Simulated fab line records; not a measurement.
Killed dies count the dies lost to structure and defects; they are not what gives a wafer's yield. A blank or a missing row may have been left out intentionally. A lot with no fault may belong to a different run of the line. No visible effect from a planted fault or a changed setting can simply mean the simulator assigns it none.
fab line records	flow sky130
record: lots: 6	wafers: 18	last-day: 50
route steps=708 shown RES_XHIGH@339 SD_N@342 SD_P@359 PAD_OPEN@708
lots untouched by any fault: they come from a run of this same line in which no faults occurred
start-h: hours from the record's first day to the start of the lot's first wafer shown	wait-h: time in hours since the lot's previous step	" same as the row above	L1.1+2: a single row standing in for several wafers	- either no value or no given start	* or withheld: withheld	< > ~ a bound
route shown NAME@n: a module of which the file shows steps, and the number in the route of the first	usual: mean/standard deviation of fault-free wafers	same: alike in all rows	chamber/n: place in a boat	sites: readings site by site	_std_site: how widely they spread, as a standard deviation	_edge_site: outer sites' mean less inner sites'	radius-mm: for every site, how far away it sits from the centre of the wafer	mask NAME#n: copy n	behind: the last tool/chamber to shape the wafer	hold: why the lot was held/for how many hours/how that ended	device: which transistor (n, p or np) failed to switch	end of line: tests run on the same wafers once the route is complete	where a step has no rows: the recipe by itself	killed: count of dies lost to structure and defects at first sort (not the wafer's yield)	map: a wafer's dies, x killed, . not, _ none there
set.NAME: setting as actually run; set.NAME@STEP: the setting as run at that earlier step	model.NAME: the simulator's own value behind a step, which no gauge read
a table for each step, a row for each wafer; lots at some steps of the route
services: from which hour (start-h, from the record's first day; less than 0 if before it) a tool's chamber was out of use, for how many hours, and why
== steps ==
step: SKY_RES_XHIGH_IMPLANT_07
recipe: species: BF2	energy-kev: 20	dose-cm2: 3.6e+14	tilt-deg: 0
step: SKY_RES_XHIGH_STRIP_08
recipe: chemistry: O2/N2	power-w: 1400	pressure-mtorr: 1500	platen-temp-c: withheld	o2-flow-sccm: 3000	n2-flow-sccm: 300	overash-fraction: 0.5
usual: drypump-motor-current-A: 5.71/0.28	n2-flow-sccm: 300.1/0.81	o2-flow-sccm: 3000/9.8	oes-product-au: 0.711/0.0043	strip-time-to-endpoint-s: 14.28/0.042
lot.wafer	tool	chamber	start-h	wait-h	drypump-motor-current-A	n2-flow-sccm	o2-flow-sccm	oes-product-au	rf-hours-counter-h	strip-time-to-endpoint-s
L746.1	plasma-asher-02	0	621.29	0.1	5.53	300.0	3006	0.709	13	14.30
L746.5	"	1	"	"	5.57	299.2	2995	0.710	-	14.33
L746.6	"	0	"	"	5.50	301.5	2991	0.699	-	14.27
L747.1	plasma-asher-02	0	628.82	0.1	5.52	300.4	2994	0.712	14	14.27
L747.4	"	0	"	"	5.55	300.4	2996	0.712	-	14.26
L747.5	"	1	"	"	5.58	299.7	2999	0.710	-	14.26
L752.2	plasma-asher-02	0	675.52	0.1	5.51	301.7	2986	0.715	17	14.35
L752.3	"	1	"	"	5.62	300.0	3008	0.714	-	14.33
L752.6	"	1	"	"	5.59	300.1	2999	0.714	-	14.33
L753.1	plasma-asher-02	0	682.37	0.1	5.54	300.5	3011	0.714	18	14.21
L753.4	"	1	"	"	5.62	300.3	2997	0.711	-	14.22
L753.5	"	1	"	"	5.57	300.2	2998	0.717	-	14.23
L765.2	plasma-asher-02	0	774.34	0.1	5.54	300.1	3008	0.716	28	14.28
L765.3	"	0	"	"	5.51	301.4	2994	0.714	-	14.30
L765.5	"	0	"	"	5.54	299.8	3008	0.707	-	14.28
L766.2	plasma-asher-02	1	785.37	0.1	5.57	299.4	3003	0.706	30	14.25
L766.3	"	1	"	"	5.61	298.9	3006	0.707	-	14.21
L766.5	"	0	"	"	5.54	300.7	3011	0.711	-	14.27
step: SKY_RES_XHIGH_TW_MEAS_09
usual: RES_XHIGH_TW: 1634/20
lot.wafer	tool	chamber	start-h	wait-h	RES_XHIGH_TW
L746.1	film-metro-01	-	621.39	0.1	1654
L746.5	"	-	"	"	1650
L746.6	"	-	"	"	1657
L747.1	film-metro-04	-	628.92	0.1	1653
L747.4	"	-	"	"	1651
L747.5	"	-	"	"	1648
L752.2	film-metro-02	-	675.63	0.1	1616
L752.3	"	-	"	"	1622
L752.6	"	-	"	"	1608
L753.1	film-metro-02	-	682.47	0.1	1614
L753.4	"	-	"	"	1607
L753.5	"	-	"	"	1614
L765.2	film-metro-04	-	774.45	0.1	1648
L765.3	"	-	"	"	1647
L765.5	"	-	"	"	1659
L766.2	film-metro-02	-	785.48	0.1	1617
L766.3	"	-	"	"	1609
L766.5	"	-	"	"	1605
step: SKY_SD_N_DEHYDRATE_00
recipe: temp-c: 200	time-s: 60
step: SKY_SD_N_HMDS_01
recipe: prime-time-s: 60	prime-temp-c: 120
step: SKY_SD_N_COAT_02
recipe: resist: NOVOLAK	spin-rpm: 3000	resist-thk-nm: 1140
step: SKY_SD_N_SOFTBAKE_03
recipe: temp-c: 89.54	time-s: 60	resist: NOVOLAK
step: SKY_SD_N_EXPOSE_04
recipe: mask-id: NSDM	na: 0.6	source-shape: conventional	sigma-outer: 0.6	polarization: unpolarized	target-cd-nm: 380	dose-mj: 141
step: SKY_SD_N_PEB_05
recipe: temp-c: withheld	time-s: *	resist: NOVOLAK
step: SKY_SD_N_DEVELOP_06
recipe: resist: NOVOLAK	developer: TMAH	develop-time-s: 60	dev-temp-c: 23
step: SKY_SD_N_CD_MEAS_07
recipe: target-cd-nm: 380
usual: cd-nm: 380.8/2
lot.wafer	tool	chamber	start-h	wait-h	cd-nm
L746.1	cd-sem-02	-	650.74	0.1	377.9
L746.5	"	-	"	"	378.9
L746.6	"	-	"	"	378.9
L747.1	cd-sem-01	-	657.44	0.1	379.7
L747.4	"	-	"	"	377.4
L747.5	"	-	"	"	379.5
L752.2	cd-sem-01	-	703.71	0.1	384.7
L752.3	"	-	"	"	380.9
L752.6	"	-	"	"	383.5
L753.1	cd-sem-01	-	710.89	0.1	379.0
L753.4	"	-	"	"	380.0
L753.5	"	-	"	"	379.6
L765.2	cd-sem-02	-	801.46	0.1	379.5
L765.3	"	-	"	"	378.4
L765.5	"	-	"	"	379.6
L766.2	cd-sem-01	-	812.21	0.1	381.8
L766.3	"	-	"	"	382.6
L766.5	"	-	"	"	382.8
step: SKY_SD_N_OVL_MEAS_08
usual: SD_N_OVL: -0.1/1.7
lot.wafer	tool	chamber	start-h	wait-h	SD_N_OVL[nm]
L746.1	overlay-01	-	650.86	0.1	-1.8
L746.5	"	-	"	"	-1.1
L746.6	"	-	"	"	-2.4
L747.1	overlay-02	-	657.56	0.1	-1.5
L747.4	"	-	"	"	0.2
L747.5	"	-	"	"	-1.3
L752.2	overlay-01	-	703.82	0.1	-0.2
L752.3	"	-	"	"	0.0
L752.6	"	-	"	"	-1.9
L753.1	overlay-01	-	711.01	0.1	-1.1
L753.4	"	-	"	"	1.2
L753.5	"	-	"	"	-0.3
L765.2	overlay-01	-	801.56	0.1	-0.8
L765.3	"	-	"	"	0.2
L765.5	"	-	"	"	-0.4
L766.2	overlay-01	-	812.32	0.1	-0.4
L766.3	"	-	"	"	-0.7
L766.5	"	-	"	"	1.8
step: SKY_SD_N_IMPLANT_09
recipe: species: As	energy-kev: 50	dose-cm2: 4e+15	tilt-deg: 0
usual: beam-energy-keV: 49.999/0.014
lot.wafer	tool	chamber	start-h	wait-h	beam-energy-keV	model.implant.rp-nm	model.implant.drp-nm
L746.1	implanter-02	0	650.90	0.0	49.991	32.56	14.11
L746.5	"	0	"	"	49.992	32.56	14.11
L746.6	"	0	"	"	50.000	32.56	14.11
L747.1	implanter-01	0	657.59	0.0	50.008	31.29	14.11
L747.4	"	0	"	"	50.024	31.29	14.11
L747.5	"	0	"	"	49.986	31.29	14.11
L752.2	implanter-04	0	703.87	0.0	50.004	31.79	14.11
L752.3	"	0	"	"	50.010	31.79	14.11
L752.6	"	0	"	"	50.020	31.79	14.11
L753.1	implanter-01	0	711.05	0.0	49.983	31.45	14.11
L753.4	"	0	"	"	50.012	31.45	14.11
L753.5	"	0	"	"	50.003	31.45	14.11
L765.2	implanter-04	0	801.62	0.0	38.260	25.33	11.57
L765.3	"	0	"	"	38.258	25.33	11.57
L765.5	"	0	"	"	38.271	25.33	11.57
L766.2	implanter-04	0	812.37	0.0	38.310	26.31	11.57
L766.3	"	0	"	"	38.279	26.31	11.57
L766.5	"	0	"	"	38.286	26.31	11.57
step: SKY_SD_N_IMPLANT_10
recipe: species: P	energy-kev: 20	dose-cm2: 1e+14	tilt-deg: 0
step: SKY_SD_N_STRIP_11
recipe: chemistry: O2/N2	power-w: 1400	pressure-mtorr: 1500	platen-temp-c: withheld	o2-flow-sccm: 3000	n2-flow-sccm: 300	overash-fraction: 0.5
usual: drypump-motor-current-A: 5.44/0.27	n2-flow-sccm: 299.9/0.92	o2-flow-sccm: 2999/14	oes-product-au: 0.528/0.0048	strip-time-to-endpoint-s: 22.57/0.046
lot.wafer	tool	chamber	start-h	wait-h	drypump-motor-current-A	n2-flow-sccm	o2-flow-sccm	oes-product-au	rf-hours-counter-h	strip-time-to-endpoint-s
L746.1	plasma-asher-01	1	651.20	0.1	5.88	301.0	2981	0.524	57	22.65
L746.5	"	1	"	"	5.87	301.6	2986	0.535	-	22.63
L746.6	"	0	"	"	5.74	300.0	3011	0.528	-	22.64
L747.1	plasma-asher-04	1	657.89	0.1	5.42	298.7	2993	0.526	88	22.61
L747.4	"	0	"	"	5.00	300.1	2992	0.531	-	22.60
L747.5	"	0	"	"	4.98	298.0	3003	0.526	-	22.64
L752.2	plasma-asher-04	0	704.15	0.1	5.00	301.0	3003	0.532	93	22.52
L752.3	"	1	"	"	5.42	298.9	2987	0.536	-	22.57
L752.6	"	0	"	"	5.02	300.0	3016	0.527	-	22.57
L753.1	plasma-asher-01	1	711.35	0.1	5.87	299.5	3003	0.529	62	22.54
L753.4	"	1	"	"	5.88	301.4	2995	0.535	-	22.53
L753.5	"	1	"	"	5.85	300.0	2991	0.532	-	22.54
L765.2	plasma-asher-04	0	801.89	0.1	4.98	299.1	3011	0.553	103	20.79
L765.3	"	1	"	"	5.45	298.6	3006	0.554	-	20.78
L765.5	"	1	"	"	5.43	299.3	2994	0.555	-	20.82
L766.2	plasma-asher-04	0	812.65	0.1	4.99	299.7	2999	0.550	105	20.71
L766.3	"	0	"	"	5.00	300.3	3015	0.545	-	20.72
L766.5	"	1	"	"	5.44	299.5	3005	0.545	-	20.71
step: SKY_SD_N_TW_MEAS_12
usual: SD_N_TW: 3975/55
lot.wafer	tool	chamber	start-h	wait-h	SD_N_TW
L746.1	film-metro-04	-	651.30	0.1	4009
L746.5	"	-	"	"	4005
L746.6	"	-	"	"	4005
L747.1	film-metro-04	-	657.99	0.1	4000
L747.4	"	-	"	"	3984
L747.5	"	-	"	"	3996
L752.2	film-metro-04	-	704.26	0.1	3999
L752.3	"	-	"	"	3952
L752.6	"	-	"	"	3981
L753.1	film-metro-02	-	711.45	0.1	3932
L753.4	"	-	"	"	3905
L753.5	"	-	"	"	3908
L765.2	film-metro-02	-	802.00	0.1	3632
L765.3	"	-	"	"	3622
L765.5	"	-	"	"	3647
L766.2	film-metro-04	-	812.76	0.1	3738
L766.3	"	-	"	"	3770
L766.5	"	-	"	"	3781
step: SKY_SD_N_CLEAN_13
recipe: chemistry: SC1/SC2	mix: 1:4:20	temp-c: 70	time-s: 150	dry: n2-spin
step: SKY_SD_N_RTA_14
recipe: temp-c: 1075	time-s: 2	idle-temp-c: 650	ramp-up-c-per-s: 150	ramp-down-c-per-s: 90	ambient: N2
usual: lamp-power-pct: 15.74/0.044	ramp-down-c-per-s: 89.998/0.016	wafer_temp_C_max: 1078.0/1.3
lot.wafer	tool	chamber	start-h	wait-h	lamp-power-pct	ramp-down-c-per-s	wafer_temp_C_max
L746.1	rtp-anneal-02	0	651.41	0.0	15.72	89.987	1076.0
L746.5	"	0	"	"	15.77	89.990	1077.6
L746.6	"	0	"	"	15.69	89.992	1079.2
L747.1	rtp-anneal-01	0	658.10	0.0	15.75	89.990	1077.4
L747.4	"	0	"	"	15.75	90.016	1075.9
L747.5	"	0	"	"	15.80	89.986	1077.2
L752.2	rtp-anneal-02	0	704.37	0.0	15.73	90.003	1075.3
L752.3	"	0	"	"	15.73	90.009	1078.6
L752.6	"	0	"	"	15.68	90.013	1080.1
L753.1	rtp-anneal-01	0	711.56	0.0	15.79	89.967	1078.7
L753.4	"	0	"	"	15.75	90.011	1078.5
L753.5	"	0	"	"	15.74	90.000	1078.9
L765.2	rtp-anneal-01	0	802.11	0.0	15.74	90.019	1078.7
L765.3	"	0	"	"	15.69	90.000	1077.1
L765.5	"	0	"	"	15.74	90.010	1076.4
L766.2	rtp-anneal-02	0	812.87	0.0	15.74	90.004	1078.1
L766.3	"	0	"	"	15.74	90.031	1078.0
L766.5	"	0	"	"	15.75	89.995	1077.8
step: SKY_SD_N_RS_MEAS_16
recipe: thk-meas-gauge: four-point-probe
usual: SD_N_RS: 68.56/0.1
lot.wafer	tool	chamber	start-h	wait-h	SD_N_RS[ohm/sq]
L746.1	film-metro-04	-	651.58	0.1	68.80
L746.5	"	-	"	"	68.70
L746.6	"	-	"	"	68.56
L747.1	film-metro-01	-	658.27	0.1	68.54
L747.4	"	-	"	"	68.58
L747.5	"	-	"	"	68.55
L752.2	film-metro-04	-	704.56	0.1	68.52
L752.3	"	-	"	"	68.60
L752.6	"	-	"	"	68.75
L753.1	film-metro-02	-	711.74	0.1	68.51
L753.4	"	-	"	"	68.64
L753.5	"	-	"	"	68.59
L765.2	film-metro-01	-	802.30	0.1	78.00
L765.3	"	-	"	"	77.68
L765.5	"	-	"	"	78.13
L766.2	film-metro-01	-	813.05	0.1	77.87
L766.3	"	-	"	"	78.06
L766.5	"	-	"	"	78.06
step: SKY_SD_N_RS_MEAS_17
recipe: thk-meas-gauge: four-point-probe
usual: SD_P_RS: 147.0/0.33
lot.wafer	tool	chamber	start-h	wait-h	SD_P_RS[ohm/sq]
L746.1	film-metro-04	-	651.70	0.1	147.9
L746.5	"	-	"	"	147.5
L746.6	"	-	"	"	147.4
L747.1	film-metro-01	-	658.39	0.1	147.1
L747.4	"	-	"	"	147.1
L747.5	"	-	"	"	147.3
L752.2	film-metro-04	-	704.68	0.1	146.9
L752.3	"	-	"	"	146.9
L752.6	"	-	"	"	147.0
L753.1	film-metro-02	-	711.86	0.1	146.8
L753.4	"	-	"	"	147.6
L753.5	"	-	"	"	147.2
L765.2	film-metro-01	-	802.42	0.1	147.0
L765.3	"	-	"	"	146.6
L765.5	"	-	"	"	147.0
L766.2	film-metro-01	-	813.17	0.1	147.5
L766.3	"	-	"	"	146.8
L766.5	"	-	"	"	147.0
step: SKY_PAD_OPEN_PROBE_99
usual: killed_at_M0_to_M3: 43/7.3	killed_at_M4_up: 3.1/1.8	killed-at-contacts: 24/5.4	killed-at-front-end: 15/4.1	killed-at-other: 0.2/0.52	killed-dies: 86/10	killed-open: 47/7.3	killed-short: 39/6.4
same: gross-dies: 492	killed-at-back-side: 0
lot.wafer	tool	chamber	start-h	wait-h	killed_at_M0_to_M3	killed_at_M4_up	killed-at-contacts	killed-at-front-end	killed-at-other	killed-dies	killed-open	killed-short	model.etest.res-ndiff.line-ohm-um	model.etest.sonos-uncharged.r-on-ohm-um	model.etest.res-ndiff.rs-ohm-sq	model.etest.res-ndiff-hv.rs-ohm-sq
L746.1	prober-02	-	1077.77	0.1	38	5	20	18	0	81	46	35	760	828.2	118.8	112.7
L746.5	prober-02	-	1077.97	0.2	40	6	26	12	0	84	37	47	752.2	821.6	119.4	113.7
L746.6	prober-02	-	1078.02	0.2	44	2	28	15	0	89	53	36	751	816.1	118.1	112.7
L747.1	prober-01	-	1082.82	0.1	40	3	31	7	0	81	47	34	798	836.2	121.7	116.6
L747.4	prober-01	-	1082.97	0.2	44	4	24	11	0	83	50	33	788.1	831.3	122.8	116.5
L747.5	prober-01	-	1083.02	0.2	48	1	28	20	0	97	52	45	777.5	829.6	121.8	116.1
L752.2	prober-02	-	1117.11	0.1	49	4	33	18	1	105	62	43	793.6	832.6	121.1	114.7
L752.3	prober-02	-	1117.16	0.2	48	3	23	17	0	91	51	40	783.7	817.4	121.2	114.2
L752.6	prober-02	-	1117.31	0.2	43	2	33	12	0	90	52	38	782.5	819.2	120.4	115.6
L753.1	prober-01	-	1121.55	0.1	46	1	21	7	1	76	45	30	782.6	829.6	121.1	114.5
L753.4	prober-01	-	1121.70	0.2	44	5	19	12	0	80	34	46	775.8	807.1	121.3	115.1
L753.5	prober-01	-	1121.75	0.2	38	5	11	14	0	68	40	28	784.9	817.1	120.6	115.1
L765.2	prober-01	-	1185.18	0.1	40	0	19	14	0	73	40	33	836.4	820.1	134.6	129
L765.3	prober-01	-	1185.23	0.2	51	4	30	11	0	96	57	39	856.7	835.1	134.2	129.1
L765.5	prober-01	-	1185.33	0.2	45	4	22	13	0	84	40	44	851.9	835.4	135.1	129
L766.2	prober-02	-	1190.68	0.1	34	7	24	21	0	86	53	33	842.3	850.7	132.6	125.9
L766.3	prober-02	-	1190.73	0.2	51	7	27	14	0	99	51	48	838.3	827.9	132.8	126.5
L766.5	prober-02	-	1190.83	0.2	39	7	32	21	0	99	46	53	837.4	835.4	132.5	126.9
killed by level:class
L746.1 CONTACT:geometric-particle:short=7 VIA3:geometric-particle:open=7 VIA1:geometric-particle:open=7 POLY_GATE:geometric-particle:open=6 CONTACT:geometric-particle:open=6 METAL1:geometric-particle:short=5 VIA2:geometric-particle:open=5 FIELD_ISO:geometric-particle:open=4
L746.5 CONTACT:geometric-particle:short=8 VIA1:geometric-particle:open=8 CONTACT:geometric-particle:open=7 METAL2:geometric-particle:short=6 METAL4:geometric-particle:short=6 LI_CONTACT:geometric-particle:short=5 METAL1:geometric-particle:short=5 VIA2:geometric-particle:open=5
L746.6 CONTACT:geometric-particle:open=11 VIA2:geometric-particle:open=9 METAL1:geometric-particle:short=9 LI_CONTACT:geometric-particle:open=8 VIA3:geometric-particle:open=7 VIA1:geometric-particle:open=6 LOCAL_INTERCONNECT:geometric-particle:short=5 VIA3:geometric-particle:short=5
L747.1 VIA1:geometric-particle:open=12 LI_CONTACT:geometric-particle:open=9 CONTACT:geometric-particle:short=8 CONTACT:geometric-particle:open=8 METAL1:geometric-particle:short=7 VIA2:geometric-particle:open=6 VIA3:geometric-particle:open=5 METAL2:geometric-particle:short=4
L747.4 VIA1:geometric-particle:open=10 VIA3:geometric-particle:open=9 LI_CONTACT:geometric-particle:open=8 CONTACT:geometric-particle:open=7 VIA2:geometric-particle:open=7 CONTACT:geometric-particle:short=6 METAL1:geometric-particle:short=5 METAL2:geometric-particle:short=5
L747.5 CONTACT:geometric-particle:open=12 LI_CONTACT:geometric-particle:open=10 METAL1:geometric-particle:short=8 METAL2:geometric-particle:short=7 VIA2:geometric-particle:open=7 VIA1:geometric-particle:open=7 FIELD_ISO:geometric-particle:open=4 SPACER:geometric-particle:short=4
L752.2 CONTACT:geometric-particle:open=13 VIA1:geometric-particle:open=11 LI_CONTACT:geometric-particle:open=11 METAL3:geometric-particle:short=8 FIELD_ISO:geometric-particle:open=7 VIA1:geometric-particle:short=7 VIA3:geometric-particle:open=6 VIA2:geometric-particle:open=5
L752.3 VIA1:geometric-particle:open=13 CONTACT:geometric-particle:open=10 VIA3:geometric-particle:open=8 CONTACT:geometric-particle:short=7 FIELD_ISO:geometric-particle:open=6 VIA1:geometric-particle:short=5 METAL2:geometric-particle:short=5 POLY_GATE:geometric-particle:short=4
L752.6 CONTACT:geometric-particle:open=15 VIA1:geometric-particle:open=8 FIELD_ISO:geometric-particle:open=6 VIA3:geometric-particle:short=6 LI_CONTACT:geometric-particle:open=6 VIA3:geometric-particle:open=6 CONTACT:geometric-particle:short=6 METAL1:geometric-particle:short=5
L753.1 CONTACT:geometric-particle:open=12 VIA1:geometric-particle:open=9 LI_CONTACT:geometric-particle:open=6 VIA1:geometric-particle:short=6 METAL2:geometric-particle:short=5 VIA2:geometric-particle:open=5 METAL3:geometric-particle:short=4 VIA3:geometric-particle:open=4
L753.4 VIA1:geometric-particle:open=13 POLY_GATE:geometric-particle:short=6 VIA1:geometric-particle:short=6 LOCAL_INTERCONNECT:geometric-particle:short=5 CONTACT:geometric-particle:open=5 VIA3:geometric-particle:open=5 LI_CONTACT:geometric-particle:open=4 METAL1:geometric-particle:short=4
L753.5 VIA1:geometric-particle:open=9 VIA3:geometric-particle:open=9 VIA2:geometric-particle:open=6 VIA3:geometric-particle:short=5 LI_CONTACT:geometric-particle:open=5 CONTACT:geometric-particle:open=4 METAL4:geometric-particle:short=4 FIELD_ISO:geometric-particle:short=3
L765.2 VIA2:geometric-particle:open=11 VIA1:geometric-particle:open=10 FIELD_ISO:geometric-particle:open=6 LI_CONTACT:geometric-particle:open=5 LOCAL_INTERCONNECT:geometric-particle:short=5 VIA1:geometric-particle:short=5 METAL2:geometric-particle:short=5 METAL1:geometric-particle:short=4
L765.3 VIA3:geometric-particle:open=14 CONTACT:geometric-particle:open=11 LI_CONTACT:geometric-particle:open=8 VIA1:geometric-particle:open=8 VIA2:geometric-particle:open=8 METAL2:geometric-particle:short=7 CONTACT:geometric-particle:short=4 LOCAL_INTERCONNECT:geometric-particle:short=4
L765.5 METAL1:geometric-particle:short=8 METAL2:geometric-particle:short=8 LI_CONTACT:geometric-particle:open=7 VIA1:geometric-particle:open=7 VIA2:geometric-particle:open=6 CONTACT:geometric-particle:open=5 CONTACT:geometric-particle:short=5 FIELD_ISO:geometric-particle:short=4
L766.2 VIA1:geometric-particle:open=12 LI_CONTACT:geometric-particle:open=11 VIA3:geometric-particle:open=7 FIELD_ISO:geometric-particle:open=6 CONTACT:geometric-particle:open=6 METAL1:geometric-particle:short=6 FIELD_ISO:geometric-particle:short=3 METAL4:geometric-particle:short=3
L766.3 VIA1:geometric-particle:open=16 CONTACT:geometric-particle:open=10 METAL1:geometric-particle:short=8 POLY_GATE:geometric-particle:short=6 LI_CONTACT:geometric-particle:open=6 VIA3:geometric-particle:open=6 VIA1:geometric-particle:short=6 POLY_GATE:geometric-particle:open=5
L766.5 CONTACT:geometric-particle:open=13 CONTACT:geometric-particle:short=8 VIA1:geometric-particle:open=7 METAL4:geometric-particle:short=6 LOCAL_INTERCONNECT:geometric-particle:short=6 VIA3:geometric-particle:open=6 METAL2:geometric-particle:short=5 VIA1:geometric-particle:short=5
== services ==
tool	chamber	start-h	hours	kind
implanter-04	-	598.16	3.1	pm
implanter-01	-	608.40	0.9	repair
rtp-anneal-02	-	617.16	11.7	pm
implanter-04	-	633.60	0.5	repair
implanter-02	-	635.71	6.2	repair
plasma-asher-02	-	644.63	14.6	pm
plasma-asher-01	-	657.68	0.9	repair
plasma-asher-01	-	663.05	3.1	repair
implanter-01	-	664.03	2.6	pm
plasma-asher-01	-	688.58	8.7	repair
implanter-04	-	695.43	1.4	repair
implanter-04	-	705.12	2.2	repair
plasma-asher-04	-	723.76	2.8	pm
implanter-02	-	760.93	1.7	repair
implanter-02	-	765.85	1.1	repair
plasma-asher-04	-	775.26	2.3	repair
plasma-asher-01	-	776.04	47.9	pm
implanter-01	-	792.27	17.6	pm
implanter-02	-	805.39	2.3	repair
implanter-02	-	808.41	0.7	repair
== key ==
first-sign: step: SKY_SD_N_IMPLANT_09	reading: beam-energy-keV	direction: down	sigmas: 99+	usual: *	struck: *
effect: step: SKY_SD_N_STRIP_11	reading: strip-time-to-endpoint-s	direction: down	sigmas: 40	usual: *	struck: *
effect: step: SKY_SD_N_TW_MEAS_12	reading: SD_N_TW	direction: down	sigmas: 5	usual: 3975	struck: 3698
effect: step: SKY_SD_N_RS_MEAS_16	reading: SD_N_RS	direction: up	sigmas: 92	usual: 68.56	struck: 77.97
model-effect: step: SKY_SD_N_IMPLANT_09	value: implant.rp-nm	without: 32	struck: 25.82
model-effect: step: SKY_PAD_OPEN_PROBE_99	value: etest.res-ndiff.line-ohm-um	without: 758.5	struck: 843.8
met-at SKY_SD_N_IMPLANT_09
struck-wafers L765.2,L765.3,L765.5,L766.2,L766.3,L766.5
tester-left-out L765,L766
onset-between 703.87 801.62
fault: kind: process-parameter-drift	tool: implanter-04	chamber: -	onset-h: 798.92	steps: SKY_SD_N_IMPLANT_09	channel: energy-kev	offset: *	shape: step	end-h: 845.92	acts-in: *	stated: *
tester-left-out: of these lots the tester's yield and bins aren't shown, on N5 and GAA mostly nor the transistor test; their killed dies are dies lost to structure and defects alone, not to doping, threshold or leakage, so they don't give the yield
